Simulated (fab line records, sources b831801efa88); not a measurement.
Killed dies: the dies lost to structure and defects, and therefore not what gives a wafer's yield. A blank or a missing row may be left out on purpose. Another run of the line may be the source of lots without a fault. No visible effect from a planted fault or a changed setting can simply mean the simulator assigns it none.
The tool behind it: which one? / flow gf180mcu / 12 lots with 36 wafers sampled at 6 steps, on a route of 602 steps

## WHAT EACH GAUGE READ, for each wafer
GF_NWELL_TW_MEAS_11. Usual: NWELL_TW typically reads 1573, with standard deviation 14.
lot=L932; measured=day 4 02:53; on=film-metro-03; NWELL_TW=1589 1593 1587; flag=
lot=L933; measured=day 4 03:14; on=film-metro-02; NWELL_TW=1553 1547 1551; flag=
lot=L935; measured=day 4 09:40; on=film-metro-02; NWELL_TW=1556 1553 1563; flag=
lot=L938; measured=day 4 19:02; on=film-metro-03; NWELL_TW=1581 1585 1586; flag=
lot=L945; measured=day 6 06:59; on=film-metro-01; NWELL_TW=1846 1837 1840; flag=OFF
lot=L946; measured=day 6 13:59; on=film-metro-01; NWELL_TW=1829 1834 1839; flag=OFF
lot=L947; measured=day 6 18:31; on=film-metro-01; NWELL_TW=1844 1836 1823; flag=OFF
lot=L949; measured=day 7 04:49; on=film-metro-03; NWELL_TW=1587 1589 1589; flag=
lot=L950; measured=day 7 10:37; on=film-metro-03; NWELL_TW=1583 1584 1592; flag=
lot=L951; measured=day 7 19:29; on=film-metro-01; NWELL_TW=1574 1573 1579; flag=
lot=L952; measured=day 7 22:23; on=film-metro-03; NWELL_TW=1589 1588 1578; flag=
lot=L954; measured=day 8 09:53; on=film-metro-03; NWELL_TW=1574 1574 1584; flag=

GF_LVPWELL_TW_MEAS_11. Usual: LVPWELL_TW typically reads 559, with standard deviation 5.3.
lot=L932; measured=day 4 16:16; on=film-metro-01; LVPWELL_TW=561 564 566; flag=
lot=L933; measured=day 4 16:38; on=film-metro-03; LVPWELL_TW=565 564 562; flag=
lot=L935; measured=day 4 22:49; on=film-metro-03; LVPWELL_TW=563 562 567; flag=
lot=L938; measured=day 5 08:11; on=film-metro-02; LVPWELL_TW=552 555 550; flag=
lot=L945; measured=day 6 20:44; on=film-metro-03; LVPWELL_TW=1384 1390 1396; flag=OFF
lot=L946; measured=day 7 04:14; on=film-metro-03; LVPWELL_TW=1387 1379 1382; flag=OFF
lot=L947; measured=day 7 09:04; on=film-metro-02; LVPWELL_TW=1346 1357 1350; flag=OFF
lot=L949; measured=day 7 19:05; on=film-metro-02; LVPWELL_TW=553 554 554; flag=
lot=L950; measured=day 8 01:49; on=film-metro-03; LVPWELL_TW=565 562 559; flag=
lot=L951; measured=day 8 10:49; on=film-metro-01; LVPWELL_TW=561 561 559; flag=
lot=L952; measured=day 8 13:26; on=film-metro-03; LVPWELL_TW=564 563 563; flag=
lot=L954; measured=day 9 01:03; on=film-metro-03; LVPWELL_TW=564 563 561; flag=

GF_MVSD_TW_MEAS_11. Usual: MVSD_TW typically reads 1576, with standard deviation 15.
lot=L932; measured=day 5 05:28; on=film-metro-03; MVSD_TW=1576 1577 1579; flag=
lot=L933; measured=day 5 05:50; on=film-metro-03; MVSD_TW=1572 1589 1587; flag=
lot=L935; measured=day 5 12:13; on=film-metro-03; MVSD_TW=1581 1576 1580; flag=
lot=L938; measured=day 5 21:04; on=film-metro-03; MVSD_TW=1581 1577 1586; flag=
lot=L945; measured=day 7 11:32; on=film-metro-02; MVSD_TW=1818 1823 1820; flag=OFF
lot=L946; measured=day 7 19:05; on=film-metro-03; MVSD_TW=1855 1854 1862; flag=OFF
lot=L947; measured=day 7 23:37; on=film-metro-01; MVSD_TW=1843 1848 1841; flag=OFF
lot=L949; measured=day 8 10:23; on=film-metro-03; MVSD_TW=1588 1584 1592; flag=
lot=L950; measured=day 8 16:25; on=film-metro-02; MVSD_TW=1552 1559 1548; flag=
lot=L951; measured=day 9 02:31; on=film-metro-01; MVSD_TW=1578 1578 1573; flag=
lot=L952; measured=day 9 04:53; on=film-metro-03; MVSD_TW=1589 1597 1590; flag=
lot=L954; measured=day 9 17:29; on=film-metro-02; MVSD_TW=1556 1551 1550; flag=

GF_HV_LDD_TW_MEAS_38. Usual: HV_LDD_3_TW typically reads 1436, with standard deviation 14.
lot=L932; measured=day 12 03:11; on=film-metro-03; HV_LDD_3_TW=1449 1440 1438; flag=
lot=L933; measured=day 12 02:48; on=film-metro-03; HV_LDD_3_TW=1441 1441 1452; flag=
lot=L935; measured=day 12 08:32; on=film-metro-03; HV_LDD_3_TW=1440 1448 1445; flag=
lot=L938; measured=day 13 02:35; on=film-metro-02; HV_LDD_3_TW=1427 1423 1421; flag=
lot=L945; measured=day 14 23:49; on=film-metro-03; HV_LDD_3_TW=1445 1444 1439; flag=
lot=L946; measured=day 15 17:24; on=film-metro-02; HV_LDD_3_TW=1419 1418 1418; flag=
lot=L947; measured=day 15 21:53; on=film-metro-03; HV_LDD_3_TW=1435 1431 1436; flag=
lot=L949; measured=day 16 18:11; on=film-metro-03; HV_LDD_3_TW=1446 1441 1442; flag=
lot=L950; measured=day 16 23:23; on=film-metro-02; HV_LDD_3_TW=1403 1410 1399; flag=
lot=L951; measured=day 17 13:26; on=film-metro-03; HV_LDD_3_TW=1447 1450 1448; flag=
lot=L952; measured=day 17 20:15; on=film-metro-01; HV_LDD_3_TW=1437 1440 1449; flag=
lot=L954; measured=day 18 13:25; on=film-metro-01; HV_LDD_3_TW=1442 1448 1438; flag=

## EACH LOT AND THE TOOL THAT RAN IT (in order: tool; ch and the chambers of the sampled wafers; start)
lot=L932; GF_STI_ETCH_14=rie-si-02 ch 0,2, day 2 19:17; GF_DNWELL_COAT_02=litho-track-02 ch 0, day 3 07:29
lot=L933; GF_STI_ETCH_14=rie-si-01 ch 0,1, day 2 19:23; GF_DNWELL_COAT_02=litho-track-01 ch 0, day 3 07:31
lot=L935; GF_STI_ETCH_14=rie-si-02 ch 1,2,3, day 3 02:41; GF_DNWELL_COAT_02=litho-track-02 ch 0, day 3 13:23
lot=L938; GF_STI_ETCH_14=rie-si-01 ch 0,1,2, day 3 13:26; GF_DNWELL_COAT_02=litho-track-01 ch 0, day 3 22:50
lot=L945; GF_STI_ETCH_14=rie-si-01 ch 1,2,3, day 5 00:47; GF_DNWELL_COAT_02=litho-track-01, day 5 11:29
lot=L946; GF_STI_ETCH_14=rie-si-02 ch 1,2,3, day 5 06:56; GF_DNWELL_COAT_02=litho-track-03, day 5 17:07
lot=L947; GF_STI_ETCH_14=rie-si-01 ch 0,1, day 5 10:41; GF_DNWELL_COAT_02=litho-track-02, day 5 20:29
lot=L949; GF_STI_ETCH_14=rie-si-01 ch 1,2,3, day 5 20:29; GF_DNWELL_COAT_02=litho-track-02 ch 0, day 6 06:44
lot=L950; GF_STI_ETCH_14=rie-si-02 ch 1,3, day 6 01:05; GF_DNWELL_COAT_02=litho-track-01 ch 0, day 6 12:14
lot=L951; GF_STI_ETCH_14=rie-si-01 ch 0,2,3, day 6 09:02; GF_DNWELL_COAT_02=litho-track-02 ch 0, day 6 19:56
lot=L952; GF_STI_ETCH_14=rie-si-02 ch 0,1,2, day 6 13:14; GF_DNWELL_COAT_02=litho-track-03 ch 0, day 6 23:43
lot=L954; GF_STI_ETCH_14=rie-si-02 ch 0,2, day 6 23:20; GF_DNWELL_COAT_02=litho-track-02 ch 0, day 7 10:29
- GF_STI_ETCH_14: etches Si in HBr/Cl2/O2, target depth 360 nm, time 102.9 s.
- GF_DNWELL_COAT_02: resist thk 3000 nm.

## WHAT THE TOOLS THEMSELVES READ (means of the sampled wafers that have a number; where no wafer has one, the mark that the record gives instead)
GF_STI_ETCH_14. Usual: drypump-motor-current-A 6.1 A, standard deviation 0.36; oes-product-au 0.992 a.u., standard deviation 0.013; rf-fwd-power-W 596.1 W, standard deviation 1.9; throttle-valve-pct 25.662 %, standard deviation 0.012.
lot=L932; tool=rie-si-02; drypump-motor-current-A (A)=5.8; oes-product-au (a.u.)=0.982; rf-fwd-power-W (W)=596.7; throttle-valve-pct (%)=25.674; flag=
lot=L933; tool=rie-si-01; drypump-motor-current-A (A)=6.0; oes-product-au (a.u.)=0.997; rf-fwd-power-W (W)=596.4; throttle-valve-pct (%)=25.660; flag=
lot=L935; tool=rie-si-02; drypump-motor-current-A (A)=6.3; oes-product-au (a.u.)=0.990; rf-fwd-power-W (W)=596.7; throttle-valve-pct (%)=25.665; flag=
lot=L938; tool=rie-si-01; drypump-motor-current-A (A)=5.9; oes-product-au (a.u.)=0.996; rf-fwd-power-W (W)=597.4; throttle-valve-pct (%)=25.665; flag=
lot=L945; tool=rie-si-01; drypump-motor-current-A (A)=6.2; oes-product-au (a.u.)=1.001; rf-fwd-power-W (W)=596.4; throttle-valve-pct (%)=25.657; flag=
lot=L946; tool=rie-si-02; drypump-motor-current-A (A)=6.3; oes-product-au (a.u.)=0.987; rf-fwd-power-W (W)=595.7; throttle-valve-pct (%)=25.675; flag=
lot=L947; tool=rie-si-01; drypump-motor-current-A (A)=6.0; oes-product-au (a.u.)=0.996; rf-fwd-power-W (W)=597.2; throttle-valve-pct (%)=25.654; flag=
lot=L949; tool=rie-si-01; drypump-motor-current-A (A)=6.1; oes-product-au (a.u.)=1.010; rf-fwd-power-W (W)=595.2; throttle-valve-pct (%)=25.657; flag=
lot=L950; tool=rie-si-02; drypump-motor-current-A (A)=6.5; oes-product-au (a.u.)=0.988; rf-fwd-power-W (W)=598.3; throttle-valve-pct (%)=25.671; flag=
lot=L951; tool=rie-si-01; drypump-motor-current-A (A)=5.9; oes-product-au (a.u.)=0.993; rf-fwd-power-W (W)=597.5; throttle-valve-pct (%)=25.657; flag=
lot=L952; tool=rie-si-02; drypump-motor-current-A (A)=6.0; oes-product-au (a.u.)=0.986; rf-fwd-power-W (W)=596.3; throttle-valve-pct (%)=25.660; flag=
lot=L954; tool=rie-si-02; drypump-motor-current-A (A)=5.8; oes-product-au (a.u.)=0.985; rf-fwd-power-W (W)=595.1; throttle-valve-pct (%)=25.660; flag=

GF_DNWELL_COAT_02. Usual: chill-plate-temp-C 23.00 C, standard deviation 0.099; dispense-pressure-kPa 49 kPa, standard deviation 5.4.
lot=L932; tool=litho-track-02; chill-plate-temp-C (C)=22.92; dispense-pressure-kPa (kPa)=43; flag=
lot=L933; tool=litho-track-01; chill-plate-temp-C (C)=22.97; dispense-pressure-kPa (kPa)=54; flag=
lot=L935; tool=litho-track-02; chill-plate-temp-C (C)=22.97; dispense-pressure-kPa (kPa)=43; flag=
lot=L938; tool=litho-track-01; chill-plate-temp-C (C)=23.11; dispense-pressure-kPa (kPa)=54; flag=
lot=L945; tool=litho-track-01; chill-plate-temp-C (C)=-; dispense-pressure-kPa (kPa)=-; flag=OFF
lot=L946; tool=litho-track-03; chill-plate-temp-C (C)=-; dispense-pressure-kPa (kPa)=-; flag=OFF
lot=L947; tool=litho-track-02; chill-plate-temp-C (C)=-; dispense-pressure-kPa (kPa)=-; flag=OFF
lot=L949; tool=litho-track-02; chill-plate-temp-C (C)=23.01; dispense-pressure-kPa (kPa)=43; flag=
lot=L950; tool=litho-track-01; chill-plate-temp-C (C)=22.94; dispense-pressure-kPa (kPa)=54; flag=
lot=L951; tool=litho-track-02; chill-plate-temp-C (C)=23.00; dispense-pressure-kPa (kPa)=43; flag=
lot=L952; tool=litho-track-03; chill-plate-temp-C (C)=23.10; dispense-pressure-kPa (kPa)=53; flag=
lot=L954; tool=litho-track-02; chill-plate-temp-C (C)=22.98; dispense-pressure-kPa (kPa)=43; flag=

## THE ANSWER, worked out from the rows above alone
Rule: a lot counts as off when the mean over its wafers that have a number is more than 3 standard deviations away from the usual mean. A lot without any number at a reading at which 4 lots or more have one is off too. Any other lot the step has rows for is counted as sound. The gauges are gone through in route order, then the tools' own readings, and for those a lot's mean is taken as printed above. The first step at which some lot is off is used, and at that step the reading that is off furthest; a lot without a number counts as furthest.
Off: at GF_NWELL_TW_MEAS_11 (NWELL_TW), L945, L946, L947.
A tool fits if, at a process step before that reading, it ran every lot that is off, and no sound lot after the first of them. Not tried: the gauges at GF_NWELL_TW_MEAS_11; whatever is off there is also off at GF_LVPWELL_TW_MEAS_11, on other tools, and gauge error can't account for it. Of those tried, none fits.

## WHAT THE SIMULATOR HAD PUT IN
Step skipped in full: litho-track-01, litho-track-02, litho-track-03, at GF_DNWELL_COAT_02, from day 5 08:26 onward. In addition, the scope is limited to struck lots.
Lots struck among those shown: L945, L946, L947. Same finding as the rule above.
